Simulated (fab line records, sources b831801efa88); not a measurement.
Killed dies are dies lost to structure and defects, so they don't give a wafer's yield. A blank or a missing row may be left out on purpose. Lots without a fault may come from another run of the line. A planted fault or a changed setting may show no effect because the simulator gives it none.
Which tool did it? | flow sky130 | 11 lots, 32 wafers sampled, at 5 steps of a route of 708

WHAT THE GAUGES READ, wafer by wafer
SKY_SD_N_RS_MEAS_16: measures by four-point-probe.
lot  | measured     | on            | SD_N_RS (ohm/sq)
L220 | day 29 10:25 | film_metro-03 | 68.41 68.38 68.45
L221 | day 29 15:08 | film_metro-03 | 68.54 68.56 68.57
L222 | day 30 13:04 | film_metro-01 | 71.15 71.17 70.99 71.14 71.03 70.96
L225 | day 31 01:26 | film_metro-01 | 71.00 71.11 71.03 70.92
L227 | day 31 20:04 | film_metro-03 | 68.56 68.60 68.48
L228 | day 31 21:50 | film_metro-04 | 68.60 68.52 68.66
L230 | day 32 13:34 | film_metro-01 | 68.62 68.62 68.53
L232 | day 33 05:14 | film_metro-03 | 68.53 68.52 68.43
L235 | day 34 01:54 | film_metro-04 | 68.60 68.55 68.55
L237 | day 34 19:13 | film_metro-01 | 68.56 68.65 68.66
L238 | day 34 22:52 | film_metro-03 | 68.49 68.69 68.66

SKY_LI_CONTACT_THK_MEAS_01.
lot  | measured     | on            | LI_CONTACT_HDPCVD_THK (nm)
L220 | day 29 10:55 | film_metro-03 | 917 912 937
L221 | day 29 15:37 | film_metro-03 | 948 932 934
L222 | day 30 15:06 | film_metro-03 | 920 928 925
L225 | day 31 06:17 | film_metro-04 | 933 934
L227 | day 31 20:36 | film_metro-03 | 922 935 930
L228 | day 31 22:19 | film_metro-03 | 934 934 930
L230 | day 32 14:02 | film_metro-04 | 935 942 947
L232 | day 33 05:43 | film_metro-01 | 947 917 949
L235 | day 34 02:25 | film_metro-03 | 940 955 951
L237 | day 34 19:41 | film_metro-04 | 935 926 949
L238 | day 34 23:19 | film_metro-04 | 943 928 929

WHICH TOOL RAN EACH LOT (tool, then ch and the chambers of the sampled wafers, then the start)
lot  | SKY_LDD_HVN_STRIP_09                 | SKY_SD_N_IMPLANT_09             | SKY_SD_N_STRIP_11
L220 | plasma_asher-04 ch 0,1, day 22 00:23 | implanter-01 ch 0, day 29 09:44 | plasma_asher-03 ch 0,1, day 29 10:01
L221 | plasma_asher-02 ch 0,1, day 22 05:34 | implanter-01 ch 0, day 29 14:28 | plasma_asher-02 ch 0,1, day 29 14:45
L222 | plasma_asher-01 ch 0,1, day 23 01:55 | implanter-01 ch 0, day 30 12:24 | plasma_asher-01 ch 0,1, day 30 12:41
L225 | plasma_asher-01 ch 0, day 23 15:11   | implanter-01 ch 0, day 31 00:45 | plasma_asher-03 ch 0, day 31 01:03
L227 | plasma_asher-02 ch 0,1, day 24 12:16 | implanter-03 ch 0, day 31 19:23 | plasma_asher-03 ch 0,1, day 31 19:41
L228 | plasma_asher-04 ch 0,1, day 24 15:16 | implanter-02 ch 0, day 31 21:06 | plasma_asher-03 ch 0,1, day 31 21:24
L230 | plasma_asher-04 ch 0,1, day 25 08:55 | implanter-03 ch 0, day 32 12:53 | plasma_asher-03 ch 0,1, day 32 13:10
L232 | plasma_asher-04 ch 0,1, day 25 23:23 | implanter-03 ch 0, day 33 04:33 | plasma_asher-01 ch 1, day 33 04:51
L235 | plasma_asher-02 ch 1, day 26 22:35   | implanter-02 ch 0, day 34 01:13 | plasma_asher-03 ch 0,1, day 34 01:30
L237 | plasma_asher-01 ch 0,1, day 27 18:53 | implanter-03 ch 0, day 34 18:32 | plasma_asher-02 ch 0,1, day 34 18:49
L238 | plasma_asher-04 ch 0,1, day 27 22:52 | implanter-02 ch 0, day 34 22:11 | plasma_asher-02 ch 0,1, day 34 22:27
- SKY_LDD_HVN_STRIP_09: strips in O2/N2.
- SKY_SD_N_IMPLANT_09
- SKY_SD_N_STRIP_11: strips in O2/N2.

WHAT THE TOOLS THEMSELVES READ (means of the sampled wafers that have a number; where no wafer has one, the mark that the record gives instead)
SKY_LDD_HVN_STRIP_09.
lot  | tool            | drypump_motor_current_A (A) | oes_product_au (a.u.) | strip_time_to_endpoint_s (s)
L220 | plasma_asher-04 | 5.7                         | 0.409                 | 4.127
L221 | plasma_asher-02 | 5.7                         | 0.409                 | 4.120
L222 | plasma_asher-01 | 6.3                         | 0.405                 | 4.142
L225 | plasma_asher-01 | 5.6                         | 0.407                 | 4.146
L227 | plasma_asher-02 | 5.3                         | 0.407                 | 4.112
L228 | plasma_asher-04 | 5.7                         | 0.410                 | 4.113
L230 | plasma_asher-04 | 5.8                         | 0.408                 | 4.131
L232 | plasma_asher-04 | 5.8                         | 0.410                 | 4.121
L235 | plasma_asher-02 | 5.0                         | 0.409                 | 4.163
L237 | plasma_asher-01 | 6.0                         | 0.407                 | 4.128
L238 | plasma_asher-04 | 5.7                         | 0.409                 | 4.134

SKY_SD_N_IMPLANT_09.
lot  | tool         | beam_energy_keV | faraday_current_uA
L220 | implanter-01 | 50.001          | 15128
L221 | implanter-01 | 49.995          | 14963
L222 | implanter-01 | 50.014          | 19660
L225 | implanter-01 | 50.008          | 19483
L227 | implanter-03 | 50.006          | 13428
L228 | implanter-02 | 49.984          | 11175
L230 | implanter-03 | 50.005          | 13376
L232 | implanter-03 | 50.000          | 12930
L235 | implanter-02 | 49.990          | 11099
L237 | implanter-03 | 50.001          | 13286
L238 | implanter-02 | 50.008          | 11228

SKY_SD_N_STRIP_11.
lot  | tool            | drypump_motor_current_A (A) | oes_product_au (a.u.) | strip_time_to_endpoint_s (s)
L220 | plasma_asher-03 | 6.0                         | 0.531                 | 22.57
L221 | plasma_asher-02 | 5.3                         | 0.530                 | 22.58
L222 | plasma_asher-01 | 5.9                         | 0.541                 | 21.60
L225 | plasma_asher-03 | 6.4                         | 0.547                 | 21.62
L227 | plasma_asher-03 | 6.1                         | 0.525                 | 22.57
L228 | plasma_asher-03 | 6.1                         | 0.524                 | 22.62
L230 | plasma_asher-03 | 6.0                         | 0.527                 | 22.53
L232 | plasma_asher-01 | 6.7                         | 0.528                 | 22.52
L235 | plasma_asher-03 | 6.1                         | 0.530                 | 22.53
L237 | plasma_asher-02 | 5.7                         | 0.530                 | 22.56
L238 | plasma_asher-02 | 5.7                         | 0.532                 | 22.49

THE ANSWER, worked out from the rows above alone
Rule: what is usual is taken from the lots themselves. Put in order of their means at a reading, lots are off if they are a third of the lots or fewer, leave a main group of 4 or more, and stand apart from it by a gap of 3 or more times the standard deviation of the main group's means; of several such gaps the widest counts. A main group whose means are all the same, to the digits that the tables above print for the reading, isn't used. A lot without any number at a reading at which 4 lots or more have one is off too. The other lots that the step has rows for count as sound. The gauges are gone through in route order, then the tools' own readings, and for those a lot's mean is taken as printed above. The first step at which some lot is off is used, and at that step the reading that is off furthest; a lot without a number counts as furthest.
Off: L222, L225, at SKY_SD_N_RS_MEAS_16 (SD_N_RS). The main group: mean 68.56 ohm/sq, standard deviation 0.062.
A tool fits if, at a process step before that reading, it ran every lot that is off, and no sound lot after the first of them. The gauges at SKY_SD_N_RS_MEAS_16 aren't tried: what is off there is off at SKY_SD_N_IMPLANT_09 too, on other tools, and a gauge's error can't cause that. One fits: implanter-01 at SKY_SD_N_IMPLANT_09. Its last sound lot is L221 (day 29 14:28), its first lot that is off L222 (day 30 12:24): a fault that began between those two fits.

WHAT THE SIMULATOR HAD PUT IN
Process parameter drift: implanter-01, from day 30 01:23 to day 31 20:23, at SKY_SD_N_IMPLANT_09. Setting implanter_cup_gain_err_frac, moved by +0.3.
Lots struck among those shown: L222, L225. The rule above found the same.
